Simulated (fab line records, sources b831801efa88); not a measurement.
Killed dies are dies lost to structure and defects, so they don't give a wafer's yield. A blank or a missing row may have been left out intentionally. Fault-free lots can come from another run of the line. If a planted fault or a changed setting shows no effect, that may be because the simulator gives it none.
Matching of chambers	flow gf180mcu	pecvd-01 running GF_V2_CVD_02: 3 sister chambers
The step deposits SiO2 from TEOS, target thk 850 nm, time 94.851 s. 27 wafers are shown with their chamber, then 12 later ones without.

== WAFERS PAIRED WITH THEIR CHAMBERS ==
wafer	chamber	heaterPowerW (W)
L074.2	0	682
L074.4	0	691
L074.5	2	738
L078.1	0	679
L078.2	2	709
L078.3	1	582
L078.4	0	716
L078.5	2	729
L078.6	1	611
L077.1	2	749
L077.2	0	612
L077.3	1	564
L077.4	2	604
L077.5	1	602
L077.6	0	647
L084.1	1	597
L084.5	2	750
L084.6	1	617
L086.1	1	612
L086.2	0	736
L086.4	1	486
L088.1	1	618
L088.2	2	765
L088.6	2	610
L089.1	2	632
L089.2	1	558
L089.3	0	647

SIGNATURES (means of the wafers above)
reading	chamber 0	chamber 1	chamber 2	scatter within a chamber
heaterPowerW	676.25	584.70	698.44	49.8
Rule: for a wafer and a chamber, the distance is found by dividing, reading by reading, the gap between the wafer's reading and the chamber's mean by the reading's scatter, squaring, summing and taking the root. The wafer belongs to the nearest chamber; if the next one is less than 2 further off, it can't be placed. The scatter is the square root of a quotient: the sum, over the shown wafers, of each reading's squared deviation from its chamber's mean, divided by wafers minus chambers.

== WAFERS WITH NO CHAMBER GIVEN ==
wafer	heaterPowerW (W)
L089.4	592
L089.5	701
L089.6	683
L093.3	672
L093.5	725
L093.6	615
L094.1	589
L094.2	657
L094.3	600
L094.4	713
L094.5	507
L094.6	642

== CHAMBER TAKEN BY EACH ==
wafer	from the rows above	in truth
L089.4	can't be placed: 1 or 0 or 2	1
L089.5	can't be placed: 2 or 0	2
L089.6	can't be placed: 0 or 2 or 1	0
L093.3	can't be placed: 0 or 2 or 1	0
L093.5	can't be placed: 2 or 0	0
L093.6	can't be placed: 1 or 0 or 2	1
L094.1	can't be placed: 1 or 0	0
L094.2	can't be placed: 0 or 2 or 1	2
L094.3	can't be placed: 1 or 0 or 2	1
L094.4	can't be placed: 2 or 0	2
L094.5	can't be placed: 1 or 0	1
L094.6	can't be placed: 0 or 2 or 1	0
Correctly placed: 0 of 12. Unplaceable from these rows: 12, with the true chamber sitting among the candidates in 12. Placed wrongly: 0.
